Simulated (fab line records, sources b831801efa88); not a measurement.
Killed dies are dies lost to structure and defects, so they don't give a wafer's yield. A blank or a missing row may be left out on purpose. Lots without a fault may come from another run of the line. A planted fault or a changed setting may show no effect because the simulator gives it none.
Which tool did it? | flow gf180mcu | 7 lots, 21 wafers sampled, at 2 steps of a route of 602

WHAT THE GAUGES READ, wafer by wafer
GF_M1_OVL_MEAS_15.
lot  | measured     | on         | M1_OVL (nm)
L287 | day 18 02:34 | overlay-01 | 7 12 6
L289 | day 18 11:29 | overlay-01 | 8 19 10
L291 | day 19 10:26 | overlay-01 | 4 4 8
L294 | day 20 10:58 | overlay-02 | 6 6 4
L297 | day 21 10:59 | overlay-01 | 9 5 10
L301 | day 22 16:04 | overlay-02 | 6 4 -5

WHICH TOOL RAN EACH LOT (tool, then ch and the chambers of the sampled wafers, then the start)
lot  | GF_VT_IMPLANT_DEVELOP_06
L287 | litho_track-04 ch 0, day 6 02:22
L289 | litho_track-04 ch 0, day 6 12:34
L291 | litho_track-03 ch 0, day 7 00:46
L294 | litho_track-03 ch 0, day 7 17:52
L297 | litho_track-03 ch 0, day 8 13:38
L301 | litho_track-01 ch 0, day 9 12:34
L304 | litho_track-01, day 10 05:34
- GF_VT_IMPLANT_DEVELOP_06: develop time 60 s.

THE ANSWER, worked out from the rows above alone
Rule: what is usual is taken from the lots themselves. Put in order of their means at a reading, lots are off if they are a third of the lots or fewer, leave a main group of 4 or more, and stand apart from it by a gap of 3 or more times the standard deviation of the main group's means; of several such gaps the widest counts. A main group whose means are all the same, to the digits that the tables above print for the reading, isn't used. A lot without any number at a reading at which 4 lots or more have one is off too. The other lots that the step has rows for count as sound.
No lot is off at any reading shown: from this, nothing can be told.

WHAT THE SIMULATOR HAD PUT IN
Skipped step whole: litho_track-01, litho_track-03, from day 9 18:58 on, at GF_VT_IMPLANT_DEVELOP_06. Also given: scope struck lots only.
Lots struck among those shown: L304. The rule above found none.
